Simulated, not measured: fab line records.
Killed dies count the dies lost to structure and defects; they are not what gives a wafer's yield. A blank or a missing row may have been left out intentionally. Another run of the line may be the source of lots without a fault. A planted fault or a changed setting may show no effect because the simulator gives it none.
fab line records | flow sky130
record lots=6 wafers=18 lastDay=49
route steps=708 shown PWDE@52 NWELL@56 PAD_OPEN@708
lots with no fault: from the same line, run without faults
startH: hours from the record's opening day to when the first of the lot's shown wafers began | waitH: hours elapsed since this lot's preceding step | " same as the row above | L1.1+2: a row that stands for several wafers | - no value present, or no start provided | * or withheld: withheld | < > ~ a bound
route shown NAME@n: names a module that has steps shown in the file, with the first one's number in the route | usual: the fault-free wafers' mean and standard deviation | same: alike in all rows | chamber/n: place in a boat | sites: readings site by site | _std_site: standard deviation across them | _edge_site: mean of outer sites minus mean of inner sites | radiusMm: how far each site lies from the wafer's centre | mask NAME#n: copy n | behind: the tool/chamber that last shaped the wafer | hold: why the lot was held/for how many hours/how that ended | device: whichever transistor did not switch (one of n, p or np) | end of line: the route-end tests of the same wafers | for a step that has no rows: nothing shown but its recipe | killed: count of dies lost to structure and defects at first sort (not the wafer's yield) | map: the dies of a wafer, with x for killed, . for not killed, _ for no die there
set.NAME: the setting as run; set.NAME@STEP: as run at that earlier step | model.NAME: the simulator's own value behind a step, which no gauge read
lots at some steps of the route; a table a step, a row a wafer
services: when a tool's chamber went out of use (startH, in hours from the record's first day, below 0 if earlier), for how many hours, and the reason
## steps
# step SKY_PWDE_OVL_MEAS_07
# usual PWDE_OVL=0.9/1.4
# columns lot.wafer tool chamber startH waitH PWDE_OVL[nm]
L540.1 overlay-02 - 76.95 - 2.4
L540.4 " - " " 3.0
L540.5 " - " " 3.0
L543.2 overlay-02 - 95.99 - 2.6
L543.4 " - " " 0.5
L543.5 " - " " 1.6
L547.2 overlay-02 - 118.74 - -0.8
L547.3 " - " " -0.2
L547.4 " - " " 1.9
L550.3 overlay-01 - 136.76 - 1.0
L550.4 " - " " 0.8
L550.5 " - " " 1.1
L554.4 overlay-01 - 159.05 - 2.7
L554.5 " - " " -0.1
L554.6 " - " " 0.7
L555.1 overlay-02 - 169.35 - 0.8
L555.2 " - " " 2.1
L555.3 " - " " 1.6
# step SKY_PWDE_IMPLANT_08
# recipe species=B energyKev=150 doseCm2=3.6e+12 tiltDeg=withheld
# step SKY_PWDE_STRIP_09
# recipe chemistry=O2/N2 powerW=1400 pressureMtorr=1500 platenTempC=withheld o2FlowSccm=3000 n2FlowSccm=300 overashFraction=0.5
# usual chamberPressureMTorr=1500.0/1.4 drypumpMotorCurrentA=5.5/0.34 oesProductAu=0.723/0.0046 stripTimeToEndpointS=36.92/0.11
# columns lot.wafer tool chamber startH waitH chamberPressureMTorr drypumpMotorCurrentA oesProductAu rfHoursCounterH stripTimeToEndpointS
L540.1 plasmaAsher-04 0 77.13 0.1 1503.2 5.0 0.722 28 37.08
L540.4 " 0 " " 1498.6 5.0 0.724 - 36.95
L540.5 " 1 " " 1502.9 5.5 0.728 - 37.01
L543.2 plasmaAsher-02 0 96.17 0.1 1498.9 5.5 0.728 42 37.01
L543.4 " 1 " " 1500.7 5.6 0.728 - 37.04
L543.5 " 0 " " 1500.4 5.5 0.723 - 36.98
L547.2 plasmaAsher-02 0 118.92 0.1 1500.7 5.5 0.722 45 36.96
L547.3 " 0 " " 1497.4 5.5 0.718 - 36.90
L547.4 " 1 " " 1502.1 5.6 0.715 - 36.91
L550.3 plasmaAsher-04 1 136.96 0.1 1501.7 5.4 0.720 - 36.98
L550.4 " 0 " " 1500.2 5.0 0.734 - 36.89
L550.5 " 1 " " 1500.5 5.5 0.726 - 36.82
L554.4 plasmaAsher-04 1 159.26 0.1 1498.8 5.5 0.720 - 37.13
L554.5 " 1 " " 1500.0 5.4 0.728 - 37.04
L554.6 " 0 " " 1501.5 5.0 0.729 - 36.94
L555.1 plasmaAsher-02 1 169.53 0.1 1501.7 5.6 0.721 50 36.85
L555.2 " 0 " " 1502.5 5.6 0.723 50 36.83
L555.3 " 1 " " 1501.5 5.6 0.722 - 36.94
# step SKY_PWDE_TW_MEAS_10
# usual PWDE_TW=372/3.7
# columns lot.wafer tool chamber startH waitH PWDE_TW
L540.1 filmMetro-04 - 77.23 0.1 378
L540.4 " - " " 375
L540.5 " - " " 376
L543.2 filmMetro-03 - 96.28 0.1 371
L543.4 " - " " 372
L543.5 " - " " 370
L547.2 filmMetro-02 - 119.03 0.1 365
L547.3 " - " " 364
L547.4 " - " " 367
L550.3 filmMetro-04 - 137.05 0.1 375
L550.4 " - " " 375
L550.5 " - " " 375
L554.4 filmMetro-04 - 159.35 0.1 375
L554.5 " - " " 373
L554.6 " - " " 375
L555.1 filmMetro-04 - 169.63 0.1 375
L555.2 " - " " 372
L555.3 " - " " 373
# step SKY_NWELL_DEHYDRATE_03
# recipe tempC=200 timeS=60
# step SKY_NWELL_HMDS_04
# recipe primeTimeS=60 primeTempC=120
# step SKY_NWELL_COAT_05
# recipe spinRpm=2000 resistThkNm=3000
# step SKY_NWELL_SOFTBAKE_06
# recipe tempC=110 timeS=withheld
# step SKY_NWELL_EXPOSE_07
# recipe maskId=NWM na=0.6 sourceShape=conventional sigmaOuter=0.6 polarization=unpolarized targetCdNm=840 doseMj=260.1
# step SKY_NWELL_PEB_08
# recipe tempC=115 timeS=withheld
# step SKY_NWELL_DEVELOP_09
# recipe wallAngleDeg=90 developer=TMAH developTimeS=60 devTempC=23
# step SKY_NWELL_OVL_MEAS_10
# usual NWELL_00_OVL=0.0/1.4
# columns lot.wafer tool chamber startH waitH NWELL_00_OVL[nm]
L540.1 overlay-02 - 93.94 - -1.6
L540.4 " - " " -2.3
L540.5 " - " " 0.6
L543.2 overlay-01 - 113.98 - -1.6
L543.4 " - " " 0.8
L543.5 " - " " -1.1
L547.2 overlay-01 - 138.19 - -0.5
L547.3 " - " " -0.3
L547.4 " - " " 0.0
L550.3 overlay-01 - 156.41 - 1.0
L550.4 " - " " 0.5
L550.5 " - " " 5.2
L554.4 overlay-01 - 179.90 - 0.4
L554.5 " - " " 0.4
L554.6 " - " " 0.8
L555.1 overlay-01 - 190.84 - 0.4
L555.2 " - " " 2.5
L555.3 " - " " 1.3
# step SKY_NWELL_IMPLANT_11
# recipe species=P energyKev=400 doseCm2=1.9e+13 tiltDeg=withheld
# usual doseIonsCm2=1.9e+13/2.2e+10 faradayCurrentUA=106.9/2.1
# columns lot.wafer tool chamber startH waitH doseIonsCm2 faradayCurrentUA
L540.1 implanter-02 0 93.98 0.0 1.9005e+13 108.4
L540.4 " 0 " " 1.9052e+13 106.8
L540.5 " 0 " " 1.9044e+13 107.4
L543.2 implanter-02 0 114.03 0.0 1.8994e+13 105.1
L543.4 " 0 " " 1.9005e+13 105.1
L543.5 " 0 " " 1.8996e+13 109.4
L547.2 implanter-04 0 138.25 0.0 1.8984e+13 108.2
L547.3 " 0 " " 1.8981e+13 106.8
L547.4 " 0 " " 1.8934e+13 103.7
L550.3 implanter-04 0 156.50 0.1 1.9008e+13 106.6
L550.4 " 0 " " 1.902e+13 107.5
L550.5 " 0 " " 1.9034e+13 105.2
L554.4 implanter-04 0 180.00 0.1 1.7833e+13 99.2
L554.5 " 0 " " 1.7798e+13 98.7
L554.6 " 0 " " 1.7883e+13 100.4
L555.1 implanter-04 0 190.87 0.0 1.7847e+13 100.7
L555.2 " 0 " " 1.7868e+13 99.9
L555.3 " 0 " " 1.7841e+13 99.8
# step SKY_NWELL_IMPLANT_12
# recipe species=P energyKev=120 doseCm2=1.3e+12 tiltDeg=withheld
# step SKY_NWELL_IMPLANT_13
# recipe species=P energyKev=50 doseCm2=7e+11 tiltDeg=withheld
# step SKY_NWELL_STRIP_14
# recipe chemistry=O2/N2 powerW=1400 pressureMtorr=1500 platenTempC=withheld o2FlowSccm=3000 n2FlowSccm=300 overashFraction=0.5
# usual chamberPressureMTorr=1500.0/1.5 drypumpMotorCurrentA=5.7/0.45 oesProductAu=0.723/0.0044 stripTimeToEndpointS=36.93/0.12
# columns lot.wafer tool chamber startH waitH chamberPressureMTorr drypumpMotorCurrentA oesProductAu rfHoursCounterH stripTimeToEndpointS
L540.1 plasmaAsher-01 1 94.43 0.1 1501.6 5.9 0.720 39 37.15
L540.4 " 0 " " 1499.7 5.7 0.716 - 36.95
L540.5 " 1 " " 1501.6 5.9 0.721 - 36.95
L543.2 plasmaAsher-03 0 114.46 0.1 1495.9 6.1 0.732 41 37.05
L543.4 " 0 " " 1501.7 6.1 0.720 - 37.00
L543.5 " 1 " " 1497.9 6.4 0.723 - 36.95
L547.2 plasmaAsher-04 1 138.67 0.1 1498.2 5.4 0.723 34 37.06
L547.3 " 1 " " 1500.2 5.4 0.716 - 37.00
L547.4 " 0 " " 1502.7 5.0 0.727 - 37.03
L550.3 plasmaAsher-01 1 156.93 0.1 1498.5 5.9 0.724 - 36.78
L550.4 " 0 " " 1501.0 5.8 0.718 - 36.84
L550.5 " 0 " " 1499.0 5.7 0.723 - 36.77
L554.4 plasmaAsher-03 1 180.41 0.1 1501.5 6.4 0.724 - 37.04
L554.5 " 1 " " 1499.5 6.4 0.728 - 36.93
L554.6 " 0 " " 1500.6 6.1 0.723 - 37.06
L555.1 plasmaAsher-01 1 194.17 0.1 1498.1 5.9 0.720 8 36.96
L555.2 " 0 " " 1501.7 5.8 0.720 8 36.89
L555.3 " 1 " " 1499.1 5.9 0.731 - 36.98
# step SKY_NWELL_TW_MEAS_15
# usual NWELL_TW=1806/19
# columns lot.wafer tool chamber startH waitH NWELL_TW
L540.1 filmMetro-03 - 94.53 0.1 1818
L540.4 " - " " 1818
L540.5 " - " " 1817
L543.2 filmMetro-03 - 114.57 0.1 1816
L543.4 " - " " 1796
L543.5 " - " " 1804
L547.2 filmMetro-03 - 138.78 0.1 1807
L547.3 " - " " 1808
L547.4 " - " " 1820
L550.3 filmMetro-04 - 157.02 0.1 1820
L550.4 " - " " 1824
L550.5 " - " " 1816
L554.4 filmMetro-02 - 180.50 0.1 1758
L554.5 " - " " 1758
L554.6 " - " " 1756
L555.1 filmMetro-03 - 194.27 0.1 1786
L555.2 " - " " 1777
L555.3 " - " " 1778
# step SKY_NWELL_DEHYDRATE_16
# recipe tempC=200 timeS=60
# step SKY_NWELL_HMDS_17
# recipe primeTimeS=60 primeTempC=120
# step SKY_NWELL_COAT_18
# recipe spinRpm=2000 resistThkNm=3000
# step SKY_NWELL_SOFTBAKE_19
# recipe tempC=110 timeS=withheld
# step SKY_NWELL_EXPOSE_20
# recipe maskId=NWM_COMPLEMENT na=0.6 sourceShape=conventional sigmaOuter=0.6 polarization=unpolarized targetCdNm=840 doseMj=260
# step SKY_NWELL_PEB_21
# recipe tempC=115 timeS=withheld
# step SKY_NWELL_DEVELOP_22
# recipe wallAngleDeg=90 developer=TMAH developTimeS=60 devTempC=23
# step SKY_NWELL_OVL_MEAS_23
# usual NWELL_01_OVL=0.7/1.3
# columns lot.wafer tool chamber startH waitH NWELL_01_OVL[nm]
L540.1 overlay-01 - 112.24 - 0.1
L540.4 " - " " 2.5
L540.5 " - " " 2.8
L543.2 overlay-01 - 133.73 - -0.1
L543.4 " - " " 0.2
L543.5 " - " " -0.6
L547.2 overlay-02 - 158.13 - 0.0
L547.3 " - " " -0.3
L547.4 " - " " 1.5
L550.3 overlay-02 - 178.46 - 1.6
L550.4 " - " " 0.4
L550.5 " - " " 0.1
L554.4 overlay-02 - 201.69 - 1.6
L554.5 " - " " 1.7
L554.6 " - " " 0.3
L555.1 overlay-02 - 216.02 - -0.3
L555.2 " - " " -0.7
L555.3 " - " " -0.6
# step SKY_NWELL_IMPLANT_24
# recipe species=B energyKev=140 doseCm2=9.2e+12 tiltDeg=withheld
# step SKY_NWELL_STRIP_25
# recipe chemistry=O2/N2 powerW=1400 pressureMtorr=1500 platenTempC=withheld o2FlowSccm=3000 n2FlowSccm=300 overashFraction=0.5
# usual chamberPressureMTorr=1500.0/1.4 drypumpMotorCurrentA=5.8/0.47 oesProductAu=0.723/0.0042 stripTimeToEndpointS=36.93/0.11
# columns lot.wafer tool chamber startH waitH chamberPressureMTorr drypumpMotorCurrentA oesProductAu rfHoursCounterH stripTimeToEndpointS
L540.1 plasmaAsher-04 1 112.42 0.1 1500.1 5.4 0.725 31 36.69
L540.4 " 0 " " 1502.4 5.0 0.723 - 36.76
L540.5 " 1 " " 1501.0 5.4 0.727 - 36.89
L543.2 plasmaAsher-03 1 133.91 0.1 1502.5 6.5 0.729 43 36.89
L543.4 " 1 " " 1501.3 6.5 0.723 - 36.88
L543.5 " 0 " " 1500.6 6.1 0.721 - 36.83
L547.2 plasmaAsher-03 0 158.38 0.1 1499.0 6.1 0.725 45 36.92
L547.3 " 0 " " 1498.6 6.1 0.722 - 37.00
L547.4 " 1 " " 1499.5 6.4 0.728 - 36.97
L550.3 plasmaAsher-03 1 178.66 0.1 1500.8 6.5 0.723 - 37.01
L550.4 " 0 " " 1501.7 6.1 0.729 - 36.99
L550.5 " 1 " " 1499.2 6.5 0.720 - 36.98
L554.4 plasmaAsher-01 1 201.89 0.1 1500.7 5.9 0.713 - 37.05
L554.5 " 0 " " 1501.3 5.7 0.723 - 37.08
L554.6 " 1 " " 1500.0 5.9 0.722 - 36.92
L555.1 plasmaAsher-01 1 216.21 0.1 1502.0 5.9 0.723 11 36.92
L555.2 " 0 " " 1498.7 5.8 0.722 11 36.71
L555.3 " 0 " " 1499.3 5.7 0.716 - 36.78
# step SKY_NWELL_TW_MEAS_26
# usual NWELL_2_TW=492/4.8
# columns lot.wafer tool chamber startH waitH NWELL_2_TW
L540.1 filmMetro-02 - 112.52 0.1 486
L540.4 " - " " 484
L540.5 " - " " 485
L543.2 filmMetro-04 - 134.02 0.1 499
L543.4 " - " " 498
L543.5 " - " " 497
L547.2 filmMetro-03 - 158.49 0.1 495
L547.3 " - " " 490
L547.4 " - " " 493
L550.3 filmMetro-03 - 178.75 0.1 492
L550.4 " - " " 488
L550.5 " - " " 490
L554.4 filmMetro-03 - 201.99 0.1 494
L554.5 " - " " 496
L554.6 " - " " 492
L555.1 filmMetro-02 - 216.31 0.1 487
L555.2 " - " " 488
L555.3 " - " " 487
# step SKY_NWELL_CLEAN_27
# recipe chemistry=SC1/SC2 mix=1:4:20 tempC=70 timeS=150 dry=n2Spin
# step SKY_NWELL_RTA_28
# recipe tempC=1050 timeS=30 idleTempC=650 rampUpCPerS=150 rampDownCPerS=90 ambient=N2
# usual lampPowerPct=25.31/0.051 wafer_temp_C_max=1054.8/0.89
# columns lot.wafer tool chamber startH waitH lampPowerPct wafer_temp_C_max
L540.1 rtpAnneal-01 0 112.64 0.0 25.37 1054.0
L540.4 " 0 " " 25.28 1055.4
L540.5 " 0 " " 25.28 1054.1
L543.2 rtpAnneal-02 0 134.14 0.0 25.35 1054.4
L543.4 " 0 " " 25.28 1054.6
L543.5 " 0 " " 25.37 1054.0
L547.2 rtpAnneal-01 0 158.66 0.0 25.26 1056.0
L547.3 " 0 " " 25.33 1054.1
L547.4 " 0 " " 25.28 1054.9
L550.3 rtpAnneal-01 0 178.88 0.0 25.29 1054.8
L550.4 " 0 " " 25.26 1054.3
L550.5 " 0 " " 25.33 1054.3
L554.4 rtpAnneal-01 0 202.12 0.1 25.33 1054.6
L554.5 " 0 " " 25.32 1055.5
L554.6 " 0 " " 25.32 1055.3
L555.1 rtpAnneal-02 0 216.43 0.0 25.31 1055.5
L555.2 " 0 " " 25.37 1055.2
L555.3 " 0 " " 25.37 1055.1
# step SKY_NWELL_RS_MEAS_29
# recipe thkMeasGauge=four-point-probe
# usual NWELL_RS=624.8/1.7
# columns lot.wafer tool chamber startH waitH NWELL_RS[ohm/sq]
L540.1 filmMetro-03 - 112.74 0.1 626.9
L540.4 " - " " 624.9
L540.5 " - " " 626.9
L543.2 filmMetro-03 - 134.24 0.1 626.7
L543.4 " - " " 625.7
L543.5 " - " " 625.8
L547.2 filmMetro-02 - 158.76 0.1 628.4
L547.3 " - " " 625.4
L547.4 " - " " 627.6
L550.3 filmMetro-02 - 178.99 0.1 622.2
L550.4 " - " " 625.1
L550.5 " - " " 622.6
L554.4 filmMetro-04 - 202.23 0.1 649.0
L554.5 " - " " 646.0
L554.6 " - " " 646.6
L555.1 filmMetro-02 - 216.53 0.1 641.5
L555.2 " - " " 643.3
L555.3 " - " " 643.0
# step SKY_PAD_OPEN_PROBE_99
# usual killed_at_M0_to_M3=43/7.3 killed_at_M4_up=3.1/1.8 killedAtContacts=24/5.4 killedAtFrontEnd=15/4.1 killedAtOther=0.2/0.52 killedDies=86/10 killedOpen=47/7.3 killedShort=39/6.4
# same grossDies=492 killedAtBackSide=0
# columns lot.wafer tool chamber startH waitH killed_at_M0_to_M3 killed_at_M4_up killedAtContacts killedAtFrontEnd killedAtOther killedDies killedOpen killedShort model.etest.nfet_16v.rOnOhmUm model.etest.resNwell.lineOhmUm model.etest.resNwell.rsOhmSq
L540.1 prober-01 - 1082.82 0.1 40 3 31 7 0 81 47 34 1.382e+04 1089 895
L540.4 prober-01 - 1082.97 0.2 44 4 24 11 0 83 50 33 1.388e+04 1070 905.8
L540.5 prober-01 - 1083.02 0.2 48 1 28 20 0 97 52 45 1.395e+04 1059 888
L543.2 prober-02 - 1104.36 0.1 43 7 24 21 0 95 55 39 1.4e+04 1078 892.5
L543.4 prober-02 - 1104.46 0.2 44 5 16 18 1 84 45 39 1.379e+04 1071 893.3
L543.5 prober-02 - 1104.51 0.2 31 1 24 15 0 71 37 34 1.389e+04 1072 889.4
L547.2 prober-02 - 1132.14 0.1 31 3 28 16 0 78 50 28 1.403e+04 1025 883.7
L547.3 prober-02 - 1132.19 0.2 44 2 19 16 0 81 48 33 1.42e+04 1041 867.9
L547.4 prober-02 - 1132.24 0.2 51 2 36 15 0 104 60 44 1.434e+04 1018 876.8
L550.3 prober-01 - 1147.72 0.2 50 3 21 15 0 89 41 48 1.389e+04 1018 854.5
L550.4 prober-01 - 1147.77 0.2 53 7 22 14 0 96 50 46 1.396e+04 1018 859
L550.5 prober-01 - 1147.82 0.2 55 4 27 7 0 93 44 49 1.396e+04 1012 862.4
L554.4 prober-01 - 1168.87 0.2 34 3 19 15 0 71 39 32 1.412e+04 1213 995.6
L554.5 prober-01 - 1168.92 0.2 55 5 24 14 0 98 52 46 1.43e+04 1167 976.9
L554.6 prober-01 - 1168.97 0.2 43 2 25 11 1 82 47 35 1.422e+04 1180 973.2
L555.1 prober-01 - 1178.60 0.1 33 1 20 12 0 66 36 29 1.409e+04 1114 935.6
L555.2 prober-01 - 1178.65 0.1 41 0 33 11 0 85 46 39 1.395e+04 1146 946.7
L555.3 prober-01 - 1178.70 0.2 51 4 29 11 0 95 54 41 1.4e+04 1132 933.7
# killed by level:class
L540.1 VIA1:geometricParticle:open=12 LI_CONTACT:geometricParticle:open=9 CONTACT:geometricParticle:short=8 CONTACT:geometricParticle:open=8 METAL1:geometricParticle:short=7 VIA2:geometricParticle:open=6 VIA3:geometricParticle:open=5 METAL2:geometricParticle:short=4
L540.4 VIA1:geometricParticle:open=10 VIA3:geometricParticle:open=9 LI_CONTACT:geometricParticle:open=8 CONTACT:geometricParticle:open=7 VIA2:geometricParticle:open=7 CONTACT:geometricParticle:short=6 METAL1:geometricParticle:short=5 METAL2:geometricParticle:short=5
L540.5 CONTACT:geometricParticle:open=12 LI_CONTACT:geometricParticle:open=10 METAL1:geometricParticle:short=8 METAL2:geometricParticle:short=7 VIA2:geometricParticle:open=7 VIA1:geometricParticle:open=7 FIELD_ISO:geometricParticle:open=4 SPACER:geometricParticle:short=4
L543.2 VIA1:geometricParticle:open=12 LI_CONTACT:geometricParticle:open=9 CONTACT:geometricParticle:open=9 FIELD_ISO:geometricParticle:open=8 METAL2:geometricParticle:short=8 VIA3:geometricParticle:open=6 METAL4:geometricParticle:short=5 FIELD_ISO:geometricParticle:short=4
L543.4 VIA1:geometricParticle:open=13 VIA3:geometricParticle:open=8 METAL1:geometricParticle:short=6 CONTACT:geometricParticle:open=6 FIELD_ISO:geometricParticle:short=5 LI_CONTACT:geometricParticle:open=4 VIA1:geometricParticle:short=4 VIA2:geometricParticle:open=4
L543.5 CONTACT:geometricParticle:open=11 LI_CONTACT:geometricParticle:open=7 VIA1:geometricParticle:open=7 METAL2:geometricParticle:short=6 POLY_GATE:geometricParticle:open=4 METAL3:geometricParticle:short=4 METAL1:geometricParticle:short=4 FIELD_ISO:geometricParticle:open=3
L547.2 CONTACT:geometricParticle:open=16 VIA1:geometricParticle:open=9 FIELD_ISO:geometricParticle:short=6 FIELD_ISO:geometricParticle:open=4 LI_CONTACT:geometricParticle:open=4 METAL1:geometricParticle:short=4 METAL1:geometricParticle:open=4 VIA2:geometricParticle:open=4
L547.3 VIA1:geometricParticle:open=9 CONTACT:geometricParticle:open=8 METAL2:geometricParticle:short=8 VIA2:geometricParticle:open=8 VIA3:geometricParticle:open=6 FIELD_ISO:geometricParticle:open=5 POLY_GATE:geometricParticle:open=5 LI_CONTACT:geometricParticle:open=5
L547.4 CONTACT:geometricParticle:open=12 VIA2:geometricParticle:open=11 VIA1:geometricParticle:open=11 LI_CONTACT:geometricParticle:open=9 CONTACT:geometricParticle:short=8 LOCAL_INTERCONNECT:geometricParticle:short=7 METAL1:geometricParticle:short=7 FIELD_ISO:geometricParticle:open=5
L550.3 VIA1:geometricParticle:open=13 METAL1:geometricParticle:short=7 VIA2:geometricParticle:open=7 VIA2:geometricParticle:short=6 FIELD_ISO:geometricParticle:short=5 LOCAL_INTERCONNECT:geometricParticle:short=5 CONTACT:geometricParticle:open=5 FIELD_ISO:geometricParticle:open=4
L550.4 VIA1:geometricParticle:open=14 CONTACT:geometricParticle:open=10 METAL4:geometricParticle:short=7 LI_CONTACT:geometricParticle:open=6 METAL1:geometricParticle:short=6 VIA1:geometricParticle:short=6 METAL2:geometricParticle:short=6 VIA2:geometricParticle:open=4
L550.5 VIA1:geometricParticle:open=15 CONTACT:geometricParticle:open=9 METAL1:geometricParticle:short=9 METAL2:geometricParticle:short=9 LI_CONTACT:geometricParticle:short=6 LI_CONTACT:geometricParticle:open=6 METAL3:geometricParticle:short=5 CONTACT:geometricParticle:short=4
L554.4 CONTACT:geometricParticle:open=8 VIA2:geometricParticle:open=7 VIA1:geometricParticle:open=7 FIELD_ISO:geometricParticle:short=6 LI_CONTACT:geometricParticle:open=6 VIA1:geometricParticle:short=4 METAL2:geometricParticle:short=4 VIA3:geometricParticle:open=4
L554.5 VIA1:geometricParticle:open=13 CONTACT:geometricParticle:open=9 METAL1:geometricParticle:short=7 VIA1:geometricParticle:short=7 VIA3:geometricParticle:open=7 LI_CONTACT:geometricParticle:open=6 VIA3:geometricParticle:short=6 CONTACT:geometricParticle:short=5
L554.6 VIA1:geometricParticle:open=10 VIA2:geometricParticle:open=10 CONTACT:geometricParticle:open=6 LI_CONTACT:geometricParticle:open=5 LOCAL_INTERCONNECT:geometricParticle:short=5 CONTACT:geometricParticle:short=5 FIELD_ISO:geometricParticle:short=3 FIELD_ISO:geometricParticle:open=3
L555.1 VIA1:geometricParticle:open=9 LI_CONTACT:geometricParticle:open=7 VIA1:geometricParticle:short=6 METAL2:geometricParticle:short=5 CONTACT:geometricParticle:open=5 FIELD_ISO:geometricParticle:short=4 LOCAL_INTERCONNECT:geometricParticle:short=4 CONTACT:geometricParticle:short=3
L555.2 CONTACT:geometricParticle:open=11 VIA1:geometricParticle:open=8 VIA3:geometricParticle:open=7 LOCAL_INTERCONNECT:geometricParticle:short=6 CONTACT:geometricParticle:short=5 LI_CONTACT:geometricParticle:open=5 LI_CONTACT:geometricParticle:short=5 VIA2:geometricParticle:short=5
L555.3 VIA1:geometricParticle:open=16 CONTACT:geometricParticle:open=14 VIA1:geometricParticle:short=7 VIA2:geometricParticle:open=7 METAL3:geometricParticle:short=6 LOCAL_INTERCONNECT:geometricParticle:short=5 CONTACT:geometricParticle:short=5 METAL2:geometricParticle:short=5
## services
# columns tool chamber startH hours kind
implanter-02 - 58.25 5.3 repair
plasmaAsher-04 - 74.60 2.3 repair
plasmaAsher-03 - 89.49 14.6 pm
plasmaAsher-01 - 108.75 9.0 pm
plasmaAsher-01 0 108.75 9.0 ventCycle
plasmaAsher-01 1 108.75 9.0 ventCycle
implanter-04 - 109.16 4.5 pm
plasmaAsher-01 0 117.75 - clean
plasmaAsher-01 1 117.75 - clean
plasmaAsher-03 - 136.41 10.1 repair
rtpAnneal-01 - 139.88 3.1 pm
implanter-02 - 149.04 1.9 repair
plasmaAsher-02 - 153.01 2.8 pm
implanter-02 - 155.78 9.3 repair
plasmaAsher-02 - 166.44 1.6 repair
implanter-04 - 184.97 1.8 pm
plasmaAsher-04 - 193.66 5.1 repair
plasmaAsher-03 - 214.73 5.4 repair
## key
firstSign step=SKY_NWELL_IMPLANT_11 reading=doseIonsCm2 direction=down sigmas=54 usual=* struck=*
effect step=SKY_NWELL_IMPLANT_11 reading=faradayCurrentUA direction=down sigmas=3.3 usual=106.9 struck=99.8
effect step=SKY_NWELL_TW_MEAS_15 reading=NWELL_TW direction=down sigmas=1.9 usual=1806 struck=1769
effect step=SKY_NWELL_RS_MEAS_29 reading=NWELL_RS direction=up sigmas=12 usual=624.8 struck=644.9
modelEffect step=SKY_PAD_OPEN_PROBE_99 value=etest.nfet_16v.rOnOhmUm without=1.385e+04 struck=1.411e+04
metAt SKY_NWELL_IMPLANT_11
struckWafers L554.4,L554.5,L554.6,L555.1,L555.2,L555.3
testerLeftOut L554,L555
onsetBetween 156.50 180.00
fault kind=processParameterDrift tool=implanter-04 chamber=- onsetH=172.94 steps=SKY_NWELL_IMPLANT_11 channel=doseCm2 offset=* shape=step endH=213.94 actsIn=* stated=*
# testerLeftOut: of these lots the tester's yield and bins aren't shown, on N5 and GAA mostly nor the transistor test; their killed dies are dies lost to structure and defects alone, not to doping, threshold or leakage, so they don't give the yield
